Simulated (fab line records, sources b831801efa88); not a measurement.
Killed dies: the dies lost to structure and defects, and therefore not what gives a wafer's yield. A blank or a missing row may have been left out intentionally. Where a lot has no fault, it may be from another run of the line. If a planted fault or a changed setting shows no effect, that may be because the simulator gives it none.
A single fault, viewed from 2 desks -- flow sfq_line -- each desk has only its own numbers; what lay behind them comes last

METROLOGY DESK
Means of the sampled wafers that have a number, per lot and without regard to the tool the lot ran on: this is what the gauges read. Marked OUT: a lot whose mean sits more than 4 standard deviations from the usual mean, which makes it out of limits; the brackets give that distance.
Columns: A = M0_NB_RS at SFQ_M0_RS_MEAS_904, usual 0.891 ohm/sq; B = M0_OVL at SFQ_M0_OVL_MEAS_906, usual 2 nm
lot,first seen here,A,B
L564,day 7 14:52,0.876,6
L566,day 8 04:45,0.875,-5
L567,day 8 11:57,0.889,3
L574,day 10 06:07,0.902,0
L580,day 12 10:53,0.886,6
L582,day 13 02:10,0.894,-1
This desk's finding: nothing out of limits on any of the 6 lots.

THE TOOL OWNER'S DESK: litho_track-02
The tool's own readings at SFQ_TRILAYER_M0_LITHO_PEB_024 (peb time 60 s): means of the sampled wafers that have a number, for each lot that ran on this tool. Marked OUT: a lot whose mean sits more than 4 standard deviations from the usual mean, which makes it out of limits; the brackets give that distance.
Columns: A = exhaust_pa at SFQ_TRILAYER_M0_LITHO_PEB_024, usual 44.8 Pa; B = heater_power_total_W at SFQ_TRILAYER_M0_LITHO_PEB_024, usual 79.15 W
lot,first seen here,A,B
L564,day 11 01:10,44.4,79.81 (+9.3) OUT
L566,day 11 21:35,45.5,80.52 (+19) OUT
L574,day 14 11:39,43.3,79.17
This desk's finding: out of limits on L564, L566; first on L564, day 11 01:10 (heater_power_total_W at SFQ_TRILAYER_M0_LITHO_PEB_024). Within limits: L574.

PUT TOGETHER
The tool owner's desk had the chance to raise an alarm at day 11 01:10 on L564, L566.
Nothing out of limits was seen by the metrology desk.
The metrology desk holds a record of L564, L566, inside its limits.
Of the lots named, all ran SFQ_TRILAYER_M0_LITHO_PEB_024 on litho_track-02.

WHAT THE SIMULATOR HAD INSERTED
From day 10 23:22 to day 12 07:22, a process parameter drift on litho_track-02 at SFQ_TRILAYER_M0_LITHO_PEB_024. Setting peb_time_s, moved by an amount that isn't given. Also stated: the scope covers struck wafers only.
Lots struck among those shown: L564, L566.
Hours from the fault's start to each desk's first reading out of limits: the tool owner's desk, 2.
